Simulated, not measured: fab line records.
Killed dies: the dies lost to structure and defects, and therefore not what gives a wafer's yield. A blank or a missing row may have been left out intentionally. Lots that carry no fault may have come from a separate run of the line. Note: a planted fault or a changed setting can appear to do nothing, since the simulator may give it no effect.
What tool caused it? / flow sky130 / 11 lots, 33 wafers sampled, at 3 steps of a route of 708

## WHAT THE GAUGES SHOWED, per wafer
SKY_LI_CONTACT_RS_MEAS_22: measures by four-point-probe. Usual: LI_CONTACT_W_RS typically reads 0.2836 ohm/sq, with standard deviation 0.0029.
lot=L782; measured=day 28 23:02; on=film-metro-04; LI_CONTACT_W_RS (ohm/sq)=0.2841 0.2861 0.2869; flag=
lot=L783; measured=day 29 12:50; on=film-metro-03; LI_CONTACT_W_RS (ohm/sq)=0.2804 0.2805 0.2805; flag=
lot=L787; measured=day 31 00:40; on=film-metro-04; LI_CONTACT_W_RS (ohm/sq)=0.2824 0.2835 0.2801; flag=
lot=L790; measured=day 31 23:31; on=film-metro-03; LI_CONTACT_W_RS (ohm/sq)=0.2850 0.2775 0.2822; flag=
lot=L793; measured=day 32 23:23; on=film-metro-03; LI_CONTACT_W_RS (ohm/sq)=0.2841 0.2819 0.2853; flag=
lot=L794; measured=day 33 07:40; on=film-metro-03; LI_CONTACT_W_RS (ohm/sq)=0.2851 0.2812 0.2810; flag=
lot=L795; measured=day 33 10:50; on=film-metro-04; LI_CONTACT_W_RS (ohm/sq)=0.2838 0.2842 0.2831; flag=
lot=L796; measured=day 33 15:55; on=film-metro-04; LI_CONTACT_W_RS (ohm/sq)=0.2817 0.2877 0.2847; flag=
lot=L797; measured=day 34 03:26; on=film-metro-04; LI_CONTACT_W_RS (ohm/sq)=0.2750 0.2809 0.2758; flag=
lot=L804; measured=day 35 22:10; on=film-metro-03; LI_CONTACT_W_RS (ohm/sq)=0.2805 0.2841 0.2798; flag=
lot=L805; measured=day 36 05:35; on=film-metro-03; LI_CONTACT_W_RS (ohm/sq)=0.2787 0.2810 0.2795; flag=

## WHAT TOOL EACH LOT RAN ON (gives the tool, then ch and the chambers of the sampled wafers, and finally the start)
lot=L782; SKY_POLY_CUT_ETCH_11=rie-diel-04 ch 0,2, day 24 00:12; SKY_LI_CONTACT_CVD_21=cvd-w-02 ch 0,1, day 28 22:54
lot=L783; SKY_POLY_CUT_ETCH_11=rie-diel-04 ch 0,1,3, day 24 14:10; SKY_LI_CONTACT_CVD_21=cvd-w-02 ch 0,1, day 29 12:41
lot=L787; SKY_POLY_CUT_ETCH_11=rie-diel-02 ch 0,1, day 26 04:55; SKY_LI_CONTACT_CVD_21=cvd-w-01 ch 0,1, day 31 00:32
lot=L790; SKY_POLY_CUT_ETCH_11=rie-diel-03 ch 0,1, day 27 04:03; SKY_LI_CONTACT_CVD_21=cvd-w-01 ch 0,1, day 31 23:23
lot=L793; SKY_POLY_CUT_ETCH_11=rie-diel-03 ch 0,1,3, day 28 07:04; SKY_LI_CONTACT_CVD_21=cvd-w-01 ch 0,1, day 32 23:16
lot=L794; SKY_POLY_CUT_ETCH_11=rie-diel-02 ch 1,2,3, day 28 14:09; SKY_LI_CONTACT_CVD_21=cvd-w-02 ch 0,1, day 33 07:32
lot=L795; SKY_POLY_CUT_ETCH_11=rie-diel-02 ch 0,1,3, day 28 19:25; SKY_LI_CONTACT_CVD_21=cvd-w-01 ch 0,1, day 33 10:41
lot=L796; SKY_POLY_CUT_ETCH_11=rie-diel-02 ch 1,2,3, day 28 23:22; SKY_LI_CONTACT_CVD_21=cvd-w-02 ch 0,1, day 33 15:47
lot=L797; SKY_POLY_CUT_ETCH_11=rie-diel-03 ch 0,2, day 29 13:43; SKY_LI_CONTACT_CVD_21=cvd-w-01 ch 0,1, day 34 03:19
lot=L804; SKY_POLY_CUT_ETCH_11=rie-diel-03 ch 0,1,3, day 31 10:28; SKY_LI_CONTACT_CVD_21=cvd-w-02 ch 0,1, day 35 22:02
lot=L805; SKY_POLY_CUT_ETCH_11=rie-diel-04 ch 1,2,3, day 31 17:50; SKY_LI_CONTACT_CVD_21=cvd-w-02 ch 0,1, day 36 05:26
- SKY_POLY_CUT_ETCH_11: etches Si3N4 in CF4/CH2F2/Ar, stops on poly-Si, time 42.5 s, target depth 60 nm.
- SKY_LI_CONTACT_CVD_21: deposits W, target thk 400 nm, time 120.56 s.

## AS READ BY THE TOOLS THEMSELVES (means over the sampled wafers that have a number; for cases with no such wafer, the mark the record gives instead)
SKY_POLY_CUT_ETCH_11. Usual: drypump-motor-current-A 5.7 A, standard deviation 0.36; oes-product-au 0.830 a.u., standard deviation 0.0064; throttle-valve-pct 14.994 %, standard deviation 0.0085.
lot=L782; tool=rie-diel-04; drypump-motor-current-A (A)=5.3; oes-product-au (a.u.)=0.827; throttle-valve-pct (%)=14.992; flag=
lot=L783; tool=rie-diel-04; drypump-motor-current-A (A)=5.5; oes-product-au (a.u.)=0.832; throttle-valve-pct (%)=15.004; flag=
lot=L787; tool=rie-diel-02; drypump-motor-current-A (A)=6.1; oes-product-au (a.u.)=0.832; throttle-valve-pct (%)=14.989; flag=
lot=L790; tool=rie-diel-03; drypump-motor-current-A (A)=5.8; oes-product-au (a.u.)=0.832; throttle-valve-pct (%)=14.989; flag=
lot=L793; tool=rie-diel-03; drypump-motor-current-A (A)=5.8; oes-product-au (a.u.)=0.819; throttle-valve-pct (%)=14.989; flag=
lot=L794; tool=rie-diel-02; drypump-motor-current-A (A)=6.1; oes-product-au (a.u.)=0.831; throttle-valve-pct (%)=14.994; flag=
lot=L795; tool=rie-diel-02; drypump-motor-current-A (A)=6.0; oes-product-au (a.u.)=0.826; throttle-valve-pct (%)=14.995; flag=
lot=L796; tool=rie-diel-02; drypump-motor-current-A (A)=6.1; oes-product-au (a.u.)=0.828; throttle-valve-pct (%)=14.992; flag=
lot=L797; tool=rie-diel-03; drypump-motor-current-A (A)=5.8; oes-product-au (a.u.)=0.826; throttle-valve-pct (%)=14.996; flag=
lot=L804; tool=rie-diel-03; drypump-motor-current-A (A)=5.8; oes-product-au (a.u.)=0.825; throttle-valve-pct (%)=14.993; flag=
lot=L805; tool=rie-diel-04; drypump-motor-current-A (A)=5.3; oes-product-au (a.u.)=0.833; throttle-valve-pct (%)=14.994; flag=

SKY_LI_CONTACT_CVD_21. Usual: heater-power-w 873 W, standard deviation 64.
lot=L782; tool=cvd-w-02; heater-power-w (W)=899; flag=
lot=L783; tool=cvd-w-02; heater-power-w (W)=903; flag=
lot=L787; tool=cvd-w-01; heater-power-w (W)=852; flag=
lot=L790; tool=cvd-w-01; heater-power-w (W)=854; flag=
lot=L793; tool=cvd-w-01; heater-power-w (W)=904; flag=
lot=L794; tool=cvd-w-02; heater-power-w (W)=899; flag=
lot=L795; tool=cvd-w-01; heater-power-w (W)=847; flag=
lot=L796; tool=cvd-w-02; heater-power-w (W)=893; flag=
lot=L797; tool=cvd-w-01; heater-power-w (W)=852; flag=
lot=L804; tool=cvd-w-02; heater-power-w (W)=906; flag=
lot=L805; tool=cvd-w-02; heater-power-w (W)=905; flag=

## THE ANSWER, worked out from the rows above alone
Rule: lot off if the mean of its wafers having a number is beyond 3 standard deviations from the usual mean. Also off: a lot with no number at a reading for which 4 or more lots have one. The other lots that the step has rows for count as sound. The gauges are gone through in route order, then the tools' own readings, and for those a lot's mean is taken as printed above. The first step at which some lot is off is used, and at that step the reading that is off furthest; a lot without a number counts as furthest.
No lot is off at any reading shown: from this, nothing can be told.

## WHAT THE SIMULATOR HAD INSERTED
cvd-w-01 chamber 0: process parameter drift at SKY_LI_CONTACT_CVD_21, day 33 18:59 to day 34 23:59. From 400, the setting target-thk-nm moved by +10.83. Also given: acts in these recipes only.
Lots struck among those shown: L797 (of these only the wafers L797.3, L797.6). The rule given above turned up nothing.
